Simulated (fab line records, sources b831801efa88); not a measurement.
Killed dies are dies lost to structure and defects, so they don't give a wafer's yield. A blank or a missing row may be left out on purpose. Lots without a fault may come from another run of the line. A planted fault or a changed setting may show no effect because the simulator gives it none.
Which tool did it? | flow gf180mcu | 24 lots, 72 wafers sampled, at 2 steps of a route of 602

WHAT THE GAUGES READ, wafer by wafer
GF_M2_THK_MEAS_06: measures by xrf. Usual: M2_ALCU_THK 448 nm, standard deviation 5.1.
lot  | measured     | on            | M2_ALCU_THK (nm) | flag
L074 | day 18 08:16 | film_metro-04 | 447 444 444      |
L075 | day 18 16:01 | film_metro-04 | 442 444 448      |
L076 | day 18 18:29 | film_metro-04 | 442 445 448      |
L077 | day 19 05:01 | film_metro-04 | 454 456 457      |
L078 | day 19 09:00 | film_metro-04 | 448 448 453      |
L080 | day 20 18:44 | film_metro-03 | 441 448 445      |
L079 | day 20 20:30 | film_metro-04 | 455 448 452      |
L081 | day 21 00:17 | film_metro-03 | 451 450 444      |
L082 | day 21 05:10 | film_metro-01 | 449 450 448      |
L083 | day 22 00:39 | film_metro-03 | 453 450 448      |
L085 | day 22 06:47 | film_metro-01 | 442 438 443      |
L084 | day 22 07:29 | film_metro-04 | 457 449 456      |
L086 | day 22 13:19 | film_metro-01 | 446 447 452      |
L087 | day 22 16:41 | film_metro-04 | 453 446 450      |
L088 | day 23 12:09 | film_metro-03 | 449 452 454      |
L090 | day 24 03:28 | film_metro-04 | 448 441 448      |
L089 | day 24 04:37 | film_metro-03 | 452 448 458      |
L091 | day 24 21:45 | film_metro-03 | 442 445 443      |
L093 | day 24 23:38 | film_metro-04 | 434 448 438      |
L092 | day 24 23:20 | film_metro-03 | 448 447 447      |
L094 | day 25 20:59 | film_metro-04 | 446 447 447      |
L096 | day 26 01:05 | film_metro-01 | 446 438 440      |
L095 | day 26 02:48 | film_metro-03 | 448 448 450      |
L097 | day 26 09:11 | film_metro-04 | 448 451 451      |

WHICH TOOL RAN EACH LOT (tool, then ch and the chambers of the sampled wafers, then the start)
lot  | GF_CONTACT_SPUTTER_23
L074 | pvd_sputter-03, day 16 07:23
L075 | pvd_sputter-04, day 16 14:00
L076 | pvd_sputter-03, day 16 15:31
L077 | pvd_sputter-04, day 17 02:14
L078 | pvd_sputter-01, day 17 06:31
L080 | pvd_sputter-03, day 18 13:17
L079 | pvd_sputter-04, day 18 13:49
L081 | pvd_sputter-01, day 18 19:29
L082 | pvd_sputter-04, day 18 23:59
L083 | pvd_sputter-03, day 19 19:28
L085 | pvd_sputter-03, day 20 01:56
L084 | pvd_sputter-01, day 20 03:29
L086 | pvd_sputter-03, day 20 10:30
L087 | pvd_sputter-01, day 20 12:35
L088 | pvd_sputter-01, day 21 10:16
L090 | pvd_sputter-01, day 22 01:34
L089 | pvd_sputter-04, day 22 02:18
L091 | pvd_sputter-03, day 22 20:34
L093 | pvd_sputter-04, day 22 22:20
L092 | pvd_sputter-04, day 22 23:49
L094 | pvd_sputter-01, day 23 21:49
L096 | pvd_sputter-04, day 24 01:20
L095 | pvd_sputter-04, day 24 03:21
L097 | pvd_sputter-03, day 24 11:36
- GF_CONTACT_SPUTTER_23: material TiN, target thk 10 nm, time 40 s.

WHAT THE TOOLS THEMSELVES READ (means of the sampled wafers that have a number; where no wafer has one, the mark that the record gives instead)
GF_CONTACT_SPUTTER_23. Usual: chamber_pressure_pa 5.001 Pa, standard deviation 0.011; throttle_valve_pct 30.2 %, standard deviation 1.1.
lot  | tool           | chamber_pressure_pa (Pa) | throttle_valve_pct (%) | flag
L074 | pvd_sputter-03 | 5.003                    | 30.7                   |
L075 | pvd_sputter-04 | 5.000                    | 30.0                   |
L076 | pvd_sputter-03 | 5.002                    | 30.9                   |
L077 | pvd_sputter-04 | 5.003                    | 29.6                   |
L078 | pvd_sputter-01 | 5.011                    | 29.9                   |
L080 | pvd_sputter-03 | 5.004                    | 30.9                   |
L079 | pvd_sputter-04 | 5.009                    | 29.5                   |
L081 | pvd_sputter-01 | 5.005                    | 29.7                   |
L082 | pvd_sputter-04 | 4.996                    | 29.9                   |
L083 | pvd_sputter-03 | 4.996                    | 30.6                   |
L085 | pvd_sputter-03 | 4.997                    | 31.0                   |
L084 | pvd_sputter-01 | 5.006                    | 29.8                   |
L086 | pvd_sputter-03 | 4.995                    | 31.8                   |
L087 | pvd_sputter-01 | 4.983                    | 29.6                   |
L088 | pvd_sputter-01 | 4.998                    | 29.5                   |
L090 | pvd_sputter-01 | 5.006                    | 30.0                   |
L089 | pvd_sputter-04 | 4.991                    | 29.9                   |
L091 | pvd_sputter-03 | 5.007                    | 31.9                   |
L093 | pvd_sputter-04 | 5.000                    | 29.6                   |
L092 | pvd_sputter-04 | 5.010                    | 30.0                   |
L094 | pvd_sputter-01 | 5.002                    | 29.9                   |
L096 | pvd_sputter-04 | 5.002                    | 29.4                   |
L095 | pvd_sputter-04 | 4.997                    | 29.5                   |
L097 | pvd_sputter-03 | 5.013                    | 29.8                   |

THE ANSWER, worked out from the rows above alone
Rule: a lot is off if the mean of its wafers that have a number lies more than 3 standard deviations from the usual mean. A lot without any number at a reading at which 4 lots or more have one is off too. The other lots that the step has rows for count as sound. The gauges are gone through in route order, then the tools' own readings, and for those a lot's mean is taken as printed above. The first step at which some lot is off is used, and at that step the reading that is off furthest; a lot without a number counts as furthest.
No lot is off at any reading shown: from this, nothing can be told.

WHAT THE SIMULATOR HAD PUT IN
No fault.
